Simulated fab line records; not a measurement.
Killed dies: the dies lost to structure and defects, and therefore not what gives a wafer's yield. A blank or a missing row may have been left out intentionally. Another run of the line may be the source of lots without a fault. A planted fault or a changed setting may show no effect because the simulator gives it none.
Problem report, 8D (eight disciplines) form, completed by code || flow sky130 || the parts of the form that need people (team, actions taken, sign-off) are left out

1. WHAT IS WRONG
oes-product-au at SKY_METAL4_METAL_ETCH_18 reads a mean of 0.814 a.u. on 5 wafers of 3 lots; wafers without a fault read 0.864 a.u. with a standard deviation of 0.0065. Relative to the usual mean, that is a shift of -7.7 standard deviations.
The step: etches the open film in Cl2/BCl3, stops on SiO2, target depth 845 nm, time 183.1 s.
The first sign was on wafer L182.2 at day 45 08:53, on rie-metal-03. At this step, 45 wafers from 15 lots have a number in the record. Rule for "out", or "out of limits": more than 4 standard deviations from the usual mean. Any other wafer with a number is counted as sound.

2. WHAT IT IS, WHAT IT ISN'T
{"question": "which readings at this step", "is": "oes-product-au", "is not": "bcl3-flow-sccm, bias-w, drypump-motor-current-A, throttle-valve-pct"}
{"question": "which lots", "is": "L182, L183, L188", "is not": "L172, L174, L175, L176, L178, L179, L180, L181, L187, L190, L192, L193"}
{"question": "which wafers of those lots", "is": "L182.2, L182.6, L183.2, L183.6, L188.2", "is not": "L182.1, L183.1, L188.1, L188.5"}
{"question": "read on which tools", "is": "rie-metal-03", "is not": "rie-metal-01, rie-metal-02"}
{"question": "when", "is": "from day 45 08:53", "is not": "up to then (25 sound wafers); but 15 sound wafers of L183, L187, L188, L190, L192, L193 came after"}

3. SUSPECTS, AND WHAT RULES EACH OUT
Counting: any tool at a process step up to the reading remains a suspect provided it ran every lot that is out. Sound lots after the first of them don't rule it out here, since some wafers of a struck lot are sound.
- rie-metal-01 at SKY_METAL4_ETCH_16 (etches BARC in N2/H2, stops on SiO2, time 88.2 s, target depth 60 nm): kept. It ran every lot that is out, first L182 (day 45 08:46); its last sound lot up to then is L181 (day 45 07:33).
- rie-metal-03 at SKY_METAL4_METAL_ETCH_18 (etches the open film in Cl2/BCl3, stops on SiO2, target depth 845 nm, time 183.1 s): kept. It ran every lot that is out, first L182 (day 45 08:53); its last sound lot up to then is L181 (day 45 07:40). Its own oes-product-au readings are out on those wafers.
Left after counting: rie-metal-01 at SKY_METAL4_ETCH_16, rie-metal-03 at SKY_METAL4_METAL_ETCH_18.

4. THE CAUSE (what the simulator had put in)
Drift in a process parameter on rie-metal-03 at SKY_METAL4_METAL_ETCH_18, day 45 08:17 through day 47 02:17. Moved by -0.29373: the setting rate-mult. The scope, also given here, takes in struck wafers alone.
2 suspects survive the count, and this tool is in that group.

5. THE EFFECT CHAIN, in route order
Rows list readings where the struck wafers' mean (over those with a number) sits beyond 3 standard deviations from the usual. Scope: only readings with a usual standard deviation given in the record; hours: median across lots of the time from each lot's start at the first step in this table that gives one to its start at this step; sigmas: change in usual standard deviations.
{"hours": 0, "step": "SKY_METAL4_METAL_ETCH_18", "reading": "oes-product-au", "usual": "0.864 a.u.", "on struck wafers": 0.814, "change": -0.050, "sigmas": -7.7}
{"hours": 0, "step": "SKY_METAL4_STRIP_19", "reading": "oes-product-au", "usual": "0.503 a.u.", "on struck wafers": 0.566, "change": "+0.063", "sigmas": "+11"}
{"hours": 0, "step": "SKY_METAL4_STRIP_19", "reading": "strip-time-to-endpoint-s", "usual": "6.54 s", "on struck wafers": 8.15, "change": "+1.61", "sigmas": "+16"}
It contains these process steps:
- SKY_METAL4_METAL_ETCH_18: etches the open film in Cl2/BCl3, stops on SiO2, target depth 845 nm, time 183.1 s.
- SKY_METAL4_STRIP_19: strips in O2/N2.

6. HOW IT WOULD HAVE BEEN CAUGHT EARLIER
In this record the first reading out of limits was taken at day 45 08:53, 1 hour after the fault began at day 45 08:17.
